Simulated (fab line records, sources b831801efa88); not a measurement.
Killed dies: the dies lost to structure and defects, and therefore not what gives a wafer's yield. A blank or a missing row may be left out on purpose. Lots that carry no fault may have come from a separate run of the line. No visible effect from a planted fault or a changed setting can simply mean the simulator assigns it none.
Which of the tools did it? -- flow gf180mcu -- Sampling: 7 lots, 21 wafers, 2 of 602 route steps

## WHAT THE GAUGES SHOWED, per wafer
GF_PSD_RS_MEAS_14: the measuring method here is four-point-probe.
lot,measured,on,NSD_RS (ohm/sq)
L573,day 15 04:35,film metro-01,46.61 46.57 46.47
L575,day 15 23:23,film metro-01,46.56 46.45 46.51
L577,day 16 22:46,film metro-04,46.73 46.64 46.68
L580,day 18 00:00,film metro-02,46.74 46.77 46.77
L584,day 19 08:34,film metro-04,47.48 47.44 47.41
L588,day 20 15:49,film metro-04,46.67 46.62 46.58
L593,day 22 06:07,film metro-01,46.75 46.46 46.64

## TOOL THAT RAN EACH LOT (tool first, then ch and the chambers of the sampled wafers, then the start)
lot,GF_NSD_IMPLANT_10
L573,"implanter-03 ch 0, day 14 06:21"
L575,"implanter-04 ch 0, day 15 00:14"
L577,"implanter-04 ch 0, day 15 23:44"
L580,"implanter-02 ch 0, day 16 23:45"
L584,"implanter-02 ch 0, day 18 08:07"
L588,"implanter-04 ch 0, day 19 15:12"
L593,"implanter-04 ch 0, day 21 05:28"
- GF_NSD_IMPLANT_10

## THE ANSWER, worked out from the rows above alone
Rule: usual is defined by the lots themselves. The widest of any qualifying gaps counts: lots, ordered by their means at a reading, are off when they make up no more than a third of the lots, leave a main group of 4 or more, and stand apart from it by 3 or more times the standard deviation of that group's means. A main group whose means are all the same, to the digits that the tables above print for the reading, isn't used. Also off: a lot with no number at a reading for which 4 or more lots have one. All remaining lots with rows at the step are treated as sound.
Off: at GF_PSD_RS_MEAS_14 (NSD_RS), L584. Mean 46.62 ohm/sq and standard deviation 0.083 in the main group.
If a tool, at a process step before that reading, ran all the lots that are off and no sound lot after the first of them, it fits. Those tools and the gauges at GF_PSD_RS_MEAS_14 are tried in the same way. One fits: GF_NSD_IMPLANT_10 on implanter-02. A fault onset in the window from L580 (day 16 23:45, its last sound lot) to L584 (day 18 08:07, its first lot off) fits.

## WHAT THE SIMULATOR PUT IN
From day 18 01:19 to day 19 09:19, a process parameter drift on implanter-02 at GF_NSD_IMPLANT_10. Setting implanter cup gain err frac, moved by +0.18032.
Shown lots that were struck: L584. This agrees with what the rule above found.
